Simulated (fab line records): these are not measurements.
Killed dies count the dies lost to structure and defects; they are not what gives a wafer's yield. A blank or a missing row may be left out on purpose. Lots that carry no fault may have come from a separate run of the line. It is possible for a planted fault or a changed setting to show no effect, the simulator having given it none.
fab line records | flow sky130
record lots=14 wafers=42 last-day=50
route steps=708 shown LI_CONTACT@370 CONTACT@410 PAD_OPEN@708
lots that met no fault: taken from a fault-free run of the same line
start-h: the number of hours between the record's first day and the start of the first shown wafer of the lot | wait-h: hours since the lot's step before | " repeats the value in the row above | L1.1+2: one row covering several wafers at once | - either no value or no given start | * or withheld: withheld | < > ~ a bound
route shown NAME@n: NAME is a module with steps in the file, n the number in the route of the first one | usual: mean/standard deviation taken from wafers without a fault | same: alike in all rows | chamber/n: place in a boat | sites: the reading at each site | _std_site: how widely they spread, as a standard deviation | _edge_site: the outer-site mean with the inner-site mean subtracted | radius-mm: how far each site lies from the wafer's centre | mask NAME#n: copy n | behind: the tool/chamber that last shaped the wafer | hold: cause of the lot's hold/its duration in hours/its outcome | device: which transistor (n, p or np) failed to switch | end of line: tests run on the same wafers once the route is complete | where a step has no rows: the recipe by itself | killed: at the first sort, the dies lost to defects and structure; wafer yield is something else | map: the dies of a wafer, with x for killed, . for not killed, _ for no die there
set.NAME: the setting as run; set.NAME@STEP: as run at that earlier step | model.NAME: the simulator's own value behind a step, which no gauge read
one table for each step of the route and one row for each wafer, over a sample of lots
services: when a tool's chamber went out of use (start-h, in hours from the record's first day, below 0 if earlier), for how many hours, and the reason
## steps
# step SKY_LI_CONTACT_SOFTBAKE_08
# recipe temp-c=100 time-s=90 resist=KrF-thick
# usual heater-power-total-W=57.36/0.11 run-length-s=119.28/0.2
# columns lot.wafer tool chamber start-h wait-h heater-power-total-W run-length-s
L722.2 litho-track-03 0 655 - 57.33 119.31
L722.4 " 0 " " 57.32 119.52
L722.5 " 0 " " 57.22 119.23
L724.3 litho-track-03 0 682 - 57.41 119.21
L724.4 " 0 " " 57.35 119.47
L724.6 " 0 " " 57.33 119.20
L725.1 litho-track-03 0 684 - 57.22 119.67
L725.2 " 0 " " 57.20 119.48
L725.4 " 0 " " 57.21 119.26
L726.2 litho-track-03 0 692 - 57.54 119.29
L726.3 " 0 693 - 57.47 119.29
L726.4 " 0 " " 57.43 119.28
L727.1 litho-track-03 0 706 - 57.18 119.34
L727.4 " 0 707 - 57.33 119.20
L727.5 " 0 " " 57.35 119.30
L728.2 litho-track-03 0 717 - 57.51 119.30
L728.3 " 0 " " 57.57 119.25
L728.4 " 0 " " 57.35 119.40
L729.1 litho-track-03 0 724 - 57.42 119.24
L729.2 " 0 " " 57.27 119.28
L729.4 " 0 " " 57.36 119.49
L732.1 litho-track-02 0 746 - 57.48 119.42
L732.2 " 0 " " 57.43 119.26
L732.6 " 0 747 - 57.54 119.73
L733.2 litho-track-03 0 756 - 57.47 119.33
L733.4 " 0 " " 57.27 119.38
L733.5 " 0 " " 57.35 119.21
L734.2 litho-track-03 0 765 - 57.52 119.25
L734.4 " 0 " " 57.39 119.22
L734.5 " 0 " " 57.55 119.30
L735.2 litho-track-02 0 766 - 57.18 119.32
L735.3 " 0 " " 57.41 119.57
L735.5 " 0 " " 57.50 119.35
L736.1 litho-track-02 0 779 - 57.32 119.52
L736.4 " 0 " " 57.35 119.54
L736.5 " 0 " " 57.31 119.38
L742.1 litho-track-02 0 817 - 58.24 114.98
L742.3 " 0 " " 58.20 115.08
L742.6 " 0 " " 57.29 119.44
L745.1 litho-track-02 0 844 - 58.26 114.90
L745.3 " 0 " " 58.24 114.91
L745.5 " 0 " " 57.25 119.27
# step SKY_LI_CONTACT_OVL_MEAS_13
# usual LI_CONTACT_OVL=-5/4.7
# columns lot.wafer tool chamber start-h wait-h LI_CONTACT_OVL[nm]
L722.2 overlay-02 - 670.51 0.1 -9
L722.4 " - " " -4
L722.5 " - " " -6
L724.3 overlay-02 - 696.63 0.1 -11
L724.4 " - " " -8
L724.6 " - " " -12
L725.1 overlay-02 - 698.76 0.1 -10
L725.2 " - " " 0
L725.4 " - " " 0
L726.2 overlay-01 - 707.56 0.1 -6
L726.3 " - " " -7
L726.4 " - " " -11
L727.1 overlay-02 - 720.58 0.1 -3
L727.4 " - " " -6
L727.5 " - " " -16
L728.2 overlay-02 - 731.61 0.1 7
L728.3 " - " " -4
L728.4 " - " " -6
L729.1 overlay-01 - 738.28 0.1 -6
L729.2 " - " " -1
L729.4 " - " " -4
L732.1 overlay-01 - 760.38 0.1 0
L732.2 " - " " -4
L732.6 " - " " -9
L733.2 overlay-02 - 769.16 0.1 -2
L733.4 " - " " -6
L733.5 " - " " -10
L734.2 overlay-02 - 777.48 0.1 -4
L734.4 " - " " -5
L734.5 " - " " 0
L735.2 overlay-01 - 779.46 0.1 -13
L735.3 " - " " -19
L735.5 " - " " -10
L736.1 overlay-01 - 793.07 0.1 -4
L736.4 " - " " -4
L736.5 " - " " -10
L742.1 overlay-01 - 831.26 0.1 -11
L742.3 " - " " -8
L742.6 " - " " -7
L745.1 overlay-02 - 857.13 0.1 -11
L745.3 " - " " -4
L745.5 " - " " -5
# step SKY_LI_CONTACT_SPUTTER_19
# recipe material=Ti target-thk-nm=20 chamber-pressure-pa=5 power-w=2500 substrate-temp-c=200 time-s=106.37
# usual throttle-valve-pct=29.4/1
# columns lot.wafer tool chamber start-h wait-h throttle-valve-pct
L722.2 pvd-sputter-01 - 670.97 0.0 29.2
L722.4 " - " " 30.2
L722.5 " - " " 29.1
L724.3 pvd-sputter-01 - 697.10 0.0 29.2
L724.4 " - " " 30.1
L724.6 " - " " 29.1
L725.1 pvd-sputter-01 - 699.23 0.0 27.4
L725.2 " - " " 31.0
L725.4 " - " " 30.0
L726.2 pvd-sputter-04 - 708.01 0.0 29.5
L726.3 " - " " 30.6
L726.4 " - " " 29.4
L727.1 pvd-sputter-01 - 721.04 0.0 27.4
L727.4 " - " " 31.1
L727.5 " - " " 30.7
L728.2 pvd-sputter-01 - 732.06 0.0 27.3
L728.3 " - " " 29.0
L728.4 " - " " 29.8
L729.1 pvd-sputter-01 - 738.74 0.0 29.1
L729.2 " - " " 27.7
L729.4 " - " " 31.1
L732.1 pvd-sputter-03 - 760.84 0.0 29.3
L732.2 " - " " 30.1
L732.6 " - " " 30.2
L733.2 pvd-sputter-03 - 769.61 0.0 29.3
L733.4 " - " " 30.0
L733.5 " - " " 29.4
L734.2 pvd-sputter-04 - 777.93 0.0 29.1
L734.4 " - " " 29.5
L734.5 " - " " 28.7
L735.2 pvd-sputter-04 - 779.91 0.0 29.2
L735.3 " - " " 30.5
L735.5 " - " " 30.4
L736.1 pvd-sputter-03 - 793.55 0.0 30.1
L736.4 " - " " 29.3
L736.5 " - " " 28.4
L742.1 pvd-sputter-01 - 831.71 0.0 27.6
L742.3 " - " " 29.0
L742.6 " - " " 28.9
L745.1 pvd-sputter-01 - 857.59 0.0 29.2
L745.3 " - " " 27.3
L745.5 " - " " 27.0
# step SKY_CONTACT_CMP_04
# recipe material=SiO2 down-force-psi=4 platen-rpm=60 pad-velocity-m-s=0.94248
# usual motor-current-A=10.8/1.3 time-to-endpoint-s=84/3.7
# columns lot.wafer tool chamber start-h wait-h motor-current-A time-to-endpoint-s
L722.4 cmp-02 2 701.24 0.1 11.8 84
L722.2 " 3 " " 11.8 88
L722.5 " 2 " " 11.5 82
L724.4 cmp-02 1 727.69 0.1 12.2 81
L724.3 " 2 " " 11.7 78
L724.6 " 0 " " 9.3 80
L725.1 cmp-01 1 729.10 0.1 12.1 85
L725.4 " 2 " " 8.2 85
L725.2 " 0 " " 10.7 84
L726.3 cmp-02 1 738.22 0.0 12.5 78
L726.4 " 2 " " 11.4 79
L726.2 " 0 " " 9.0 74
L727.1 cmp-02 2 750.42 0.3 11.3 81
L727.4 " 0 " " 9.6 78
L727.5 " 2 " " 11.7 75
L728.4 cmp-02 0 760.81 0.0 9.1 78
L728.3 " 1 " " 12.3 84
L728.2 " 2 " " 10.8 80
L729.4 cmp-02 0 768.06 0.1 9.2 79
L729.2 " 1 " " 13.2 86
L729.1 " 2 " " 11.5 82
L732.2 cmp-01 1 789.06 0.1 10.8 92
L732.1 " 2 " " 8.8 83
L732.6 " 3 " " 11.4 85
L733.2 cmp-01 2 797.70 0.1 8.9 87
L733.4 " 3 " " 11.5 87
L733.5 " 1 " " 11.2 87
L734.4 cmp-02 0 806.65 0.1 9.2 85
L734.2 " 2 " " 11.4 89
L734.5 " 0 " " 9.2 83
L735.2 cmp-01 2 807.70 0.0 8.6 78
L735.3 " 1 " " 11.8 80
L735.5 " 2 " " 9.3 75
L736.4 cmp-01 2 822.09 0.0 9.0 82
L736.1 " 3 " " 10.5 84
L736.5 " 2 " " 9.5 84
L742.3 cmp-01 0 860.24 0.1 9.7 84
L742.1 " 1 " " 11.2 86
L742.6 " 3 " " 11.3 87
L745.1 cmp-02 1 886.05 0.1 13.3 80
L745.3 " 2 " " 12.0 79
L745.5 " 1 " " 11.9 78
# step SKY_PAD_OPEN_PROBE_99
# usual killed_at_M0_to_M3=42/7.7 killed_at_M4_up=3.1/1.9 killed-at-contacts=24/4.9 killed-at-front-end=15/4.6 killed-at-other=0.3/0.51 killed-dies=85/9.9 killed-open=47/7.1 killed-short=38/6.7
# same gross-dies=492 killed-at-back-side=0
# columns lot.wafer tool chamber start-h wait-h killed_at_M0_to_M3 killed_at_M4_up killed-at-contacts killed-at-front-end killed-at-other killed-dies killed-open killed-short
L732.1 prober-01 - 1136.93 0.1 25 6 22 12 1 66 32 34
L732.2 prober-01 - 1136.98 0.1 37 1 33 12 0 83 44 39
L732.6 prober-01 - 1137.18 0.2 43 5 27 13 0 88 41 47
# killed by level:class
L732.1 LI_CONTACT:geometric-particle:open=10 CONTACT:geometric-particle:open=7 VIA1:geometric-particle:short=5 VIA2:geometric-particle:open=5 METAL4:geometric-particle:short=5 CONTACT:geometric-particle:short=4 VIA1:geometric-particle:open=4 METAL3:geometric-particle:short=4
L732.2 CONTACT:geometric-particle:open=11 VIA1:geometric-particle:open=11 CONTACT:geometric-particle:short=8 LOCAL_INTERCONNECT:geometric-particle:short=6 METAL1:geometric-particle:short=6 VIA2:geometric-particle:open=6 LI_CONTACT:geometric-particle:short=5 FIELD_ISO:geometric-particle:open=3
L732.6 LI_CONTACT:geometric-particle:open=11 VIA1:geometric-particle:open=10 VIA1:geometric-particle:short=8 CONTACT:geometric-particle:short=6 METAL1:geometric-particle:short=6 LOCAL_INTERCONNECT:geometric-particle:short=5 METAL4:geometric-particle:short=5 POLY_GATE:geometric-particle:open=4
## services
# columns tool chamber start-h hours kind
pvd-sputter-03 - 674.88 2.9 repair
cmp-02 - 713.59 10.9 pm
litho-track-02 - 733.61 - consumable-replace:filter
cmp-02 - 734.63 1.6 repair
cmp-01 - 739.09 3.9 pm
cmp-01 - 742.95 6.6 pm
cmp-02 - 744.00 4.0 pm
cmp-02 - 748.00 - consumable-replace:conditioner
cmp-02 - 748.00 - consumable-replace:pad
cmp-01 - 750.00 0.5 repair
cmp-02 - 756.23 0.3 repair
cmp-01 - 762.51 3.1 repair
cmp-02 - 781.60 3.5 repair
pvd-sputter-03 - 801.41 1.7 repair
pvd-sputter-03 - 858.67 1.6 repair
cmp-02 - 861.85 5.1 repair
pvd-sputter-01 - 872.07 2.3 repair
## key
first-sign step=SKY_LI_CONTACT_SOFTBAKE_08 reading=run-length-s direction=down sigmas=22 usual=* struck=*
effect step=SKY_LI_CONTACT_SOFTBAKE_08 reading=heater-power-total-W direction=up sigmas=7.7 usual=* struck=*
met-at SKY_LI_CONTACT_SOFTBAKE_08
struck-lots L742,L745
struck-wafers L742.1,L742.3,L745.1,L745.3
tester-left-out L742,L745
not-acting-at SKY_LI_CONTACT_OVL_MEAS_13,SKY_LI_CONTACT_SPUTTER_19,SKY_CONTACT_CMP_04
onset-between 779 817
fault kind=process-parameter-drift tool=litho-track-02 chamber=- onset-h=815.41 steps=SKY_LI_CONTACT_SOFTBAKE_08 channel=time-s offset=* shape=step end-h=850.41 scope=struck-wafers-only acts-in=* stated=*
# tester-left-out: of these lots the tester's yield and bins aren't shown, on N5 and GAA mostly nor the transistor test; their killed dies are dies lost to structure and defects alone, not to doping, threshold or leakage, so they don't give the yield
